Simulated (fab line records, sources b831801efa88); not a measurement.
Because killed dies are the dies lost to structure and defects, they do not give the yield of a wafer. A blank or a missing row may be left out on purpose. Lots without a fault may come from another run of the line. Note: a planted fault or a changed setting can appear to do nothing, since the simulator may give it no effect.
Which of the tools did it? || flow sky130 || Sampling: 14 lots, 42 wafers, 2 of 708 route steps

== WHAT EACH GAUGE READ, for each wafer ==
No reading from a measuring or inspecting step in the record can be judged against a usual standard deviation.

== WHAT TOOL EACH LOT RAN ON (gives the tool, then ch and the chambers of the sampled wafers, and finally the start) ==
{"lot": "L530", "SKY_POLY_GATE_STRIP_18": "plasma asher-02 ch 1, day 16 23:33", "SKY_PAD_OPEN_PROBE_99": "-"}
{"lot": "L531", "SKY_POLY_GATE_STRIP_18": "plasma asher-03 ch 0,1, day 17 07:51", "SKY_PAD_OPEN_PROBE_99": "-"}
{"lot": "L532", "SKY_POLY_GATE_STRIP_18": "plasma asher-03 ch 0,1, day 17 18:37", "SKY_PAD_OPEN_PROBE_99": "-"}
{"lot": "L534", "SKY_POLY_GATE_STRIP_18": "plasma asher-03 ch 0,1, day 18 09:31", "SKY_PAD_OPEN_PROBE_99": "-"}
{"lot": "L535", "SKY_POLY_GATE_STRIP_18": "plasma asher-03 ch 0,1, day 18 19:15", "SKY_PAD_OPEN_PROBE_99": "prober-01, day 47 21:07"}
{"lot": "L537", "SKY_POLY_GATE_STRIP_18": "plasma asher-01 ch 0,1, day 19 06:49", "SKY_PAD_OPEN_PROBE_99": "-"}
{"lot": "L542", "SKY_POLY_GATE_STRIP_18": "plasma asher-03 ch 0,1, day 21 17:49", "SKY_PAD_OPEN_PROBE_99": "-"}
{"lot": "L545", "SKY_POLY_GATE_STRIP_18": "plasma asher-02 ch 0,1, day 22 09:23", "SKY_PAD_OPEN_PROBE_99": "-"}
{"lot": "L546", "SKY_POLY_GATE_STRIP_18": "plasma asher-01 ch 0,1, day 22 15:51", "SKY_PAD_OPEN_PROBE_99": "-"}
{"lot": "L547", "SKY_POLY_GATE_STRIP_18": "plasma asher-02 ch 0, day 22 19:16", "SKY_PAD_OPEN_PROBE_99": "-"}
{"lot": "L548", "SKY_POLY_GATE_STRIP_18": "plasma asher-03 ch 0,1, day 23 06:38", "SKY_PAD_OPEN_PROBE_99": "prober-02, day 51 11:36"}
{"lot": "L549", "SKY_POLY_GATE_STRIP_18": "plasma asher-01 ch 0,1, day 23 18:16", "SKY_PAD_OPEN_PROBE_99": "prober-02, day 50 19:25"}
{"lot": "L551", "SKY_POLY_GATE_STRIP_18": "plasma asher-01 ch 0,1, day 24 11:34", "SKY_PAD_OPEN_PROBE_99": "-"}
{"lot": "L550", "SKY_POLY_GATE_STRIP_18": "plasma asher-01 ch 0,1, day 24 17:28", "SKY_PAD_OPEN_PROBE_99": "-"}
- SKY_POLY_GATE_STRIP_18: strips in O2/N2.
- SKY_PAD_OPEN_PROBE_99

== WHAT THE TOOLS THEMSELVES READ (means of the sampled wafers that have a number; where no wafer has one, the mark that the record gives instead) ==
SKY_POLY_GATE_STRIP_18. Usual: drypump motor current A 5.7 A, standard deviation 0.39; n2 flow sccm 299.9 sccm, standard deviation 0.84; oes product au 0.361 a.u., standard deviation 0.0047; strip time to endpoint s 3.177 s, standard deviation 0.029.
{"lot": "L530", "tool": "plasma asher-02", "drypump motor current A (A)": 5.0, "n2 flow sccm (sccm)": 301.3, "oes product au (a.u.)": 0.362, "strip time to endpoint s (s)": 3.193, "flag": ""}
{"lot": "L531", "tool": "plasma asher-03", "drypump motor current A (A)": 5.8, "n2 flow sccm (sccm)": 299.2, "oes product au (a.u.)": 0.364, "strip time to endpoint s (s)": 3.188, "flag": ""}
{"lot": "L532", "tool": "plasma asher-03", "drypump motor current A (A)": 5.7, "n2 flow sccm (sccm)": 298.9, "oes product au (a.u.)": 0.355, "strip time to endpoint s (s)": 3.143, "flag": ""}
{"lot": "L534", "tool": "plasma asher-03", "drypump motor current A (A)": 5.8, "n2 flow sccm (sccm)": 259.6, "oes product au (a.u.)": 0.357, "strip time to endpoint s (s)": 3.190, "flag": "OFF"}
{"lot": "L535", "tool": "plasma asher-03", "drypump motor current A (A)": 5.8, "n2 flow sccm (sccm)": 260.0, "oes product au (a.u.)": 0.362, "strip time to endpoint s (s)": 3.207, "flag": "OFF"}
{"lot": "L537", "tool": "plasma asher-01", "drypump motor current A (A)": 5.9, "n2 flow sccm (sccm)": 299.9, "oes product au (a.u.)": 0.364, "strip time to endpoint s (s)": 3.171, "flag": ""}
{"lot": "L542", "tool": "plasma asher-03", "drypump motor current A (A)": 5.8, "n2 flow sccm (sccm)": 299.3, "oes product au (a.u.)": 0.365, "strip time to endpoint s (s)": 3.172, "flag": ""}
{"lot": "L545", "tool": "plasma asher-02", "drypump motor current A (A)": 5.3, "n2 flow sccm (sccm)": 299.7, "oes product au (a.u.)": 0.361, "strip time to endpoint s (s)": 3.189, "flag": ""}
{"lot": "L546", "tool": "plasma asher-01", "drypump motor current A (A)": 5.9, "n2 flow sccm (sccm)": 299.3, "oes product au (a.u.)": 0.358, "strip time to endpoint s (s)": 3.135, "flag": ""}
{"lot": "L547", "tool": "plasma asher-02", "drypump motor current A (A)": 6.0, "n2 flow sccm (sccm)": 299.2, "oes product au (a.u.)": 0.363, "strip time to endpoint s (s)": 3.202, "flag": ""}
{"lot": "L548", "tool": "plasma asher-03", "drypump motor current A (A)": 5.7, "n2 flow sccm (sccm)": 299.9, "oes product au (a.u.)": 0.364, "strip time to endpoint s (s)": 3.155, "flag": ""}
{"lot": "L549", "tool": "plasma asher-01", "drypump motor current A (A)": 5.9, "n2 flow sccm (sccm)": 300.5, "oes product au (a.u.)": 0.355, "strip time to endpoint s (s)": 3.173, "flag": ""}
{"lot": "L551", "tool": "plasma asher-01", "drypump motor current A (A)": 5.9, "n2 flow sccm (sccm)": 299.8, "oes product au (a.u.)": 0.365, "strip time to endpoint s (s)": 3.169, "flag": ""}
{"lot": "L550", "tool": "plasma asher-01", "drypump motor current A (A)": 5.7, "n2 flow sccm (sccm)": 300.5, "oes product au (a.u.)": 0.361, "strip time to endpoint s (s)": 3.136, "flag": ""}

SKY_PAD_OPEN_PROBE_99. Usual: killed_at_M0_to_M3 44, standard deviation 6.9; killed_at_M4_up 3.1, standard deviation 1.7; killed at contacts 25, standard deviation 5.6; killed at front end 14, standard deviation 4.3; killed at other 0.3, standard deviation 0.51; killed dies 86, standard deviation 9.8; killed open 47, standard deviation 6.5; killed short 39, standard deviation 6.6.
{"lot": "L535", "tool": "prober-01", "killed_at_M0_to_M3": 40, "killed_at_M4_up": 3.7, "killed at contacts": 23, "killed at front end": 10, "killed at other": 0.7, "killed dies": 77, "killed open": 42, "killed short": 35, "flag": ""}
{"lot": "L548", "tool": "prober-02", "killed_at_M0_to_M3": 43, "killed_at_M4_up": 3.0, "killed at contacts": 21, "killed at front end": 9, "killed at other": 0.0, "killed dies": 76, "killed open": 44, "killed short": 32, "flag": ""}
{"lot": "L549", "tool": "prober-02", "killed_at_M0_to_M3": 40, "killed_at_M4_up": 2.0, "killed at contacts": 24, "killed at front end": 15, "killed at other": 0.0, "killed dies": 81, "killed open": 43, "killed short": 38, "flag": ""}

== THE ANSWER, worked out from the rows above alone ==
Rule: a lot is off if the mean of its wafers that have a number lies more than 3 standard deviations from the usual mean. Also off: a lot with no number at a reading for which 4 or more lots have one. All remaining lots with rows at the step are treated as sound. The gauges are gone through in route order, then the tools' own readings, and for those a lot's mean is taken as printed above. At the first step where some lot is off, the reading lying furthest off is the one used; lots without a number count as furthest.
Off, at SKY_POLY_GATE_STRIP_18 on n2 flow sccm: L534, L535.
A tool fits if, at that step or a process step before it, it ran every lot that is off, and no sound lot after the first of them. No candidate that was tried fits.

== WHAT HAD BEEN PUT IN BY THE SIMULATOR ==
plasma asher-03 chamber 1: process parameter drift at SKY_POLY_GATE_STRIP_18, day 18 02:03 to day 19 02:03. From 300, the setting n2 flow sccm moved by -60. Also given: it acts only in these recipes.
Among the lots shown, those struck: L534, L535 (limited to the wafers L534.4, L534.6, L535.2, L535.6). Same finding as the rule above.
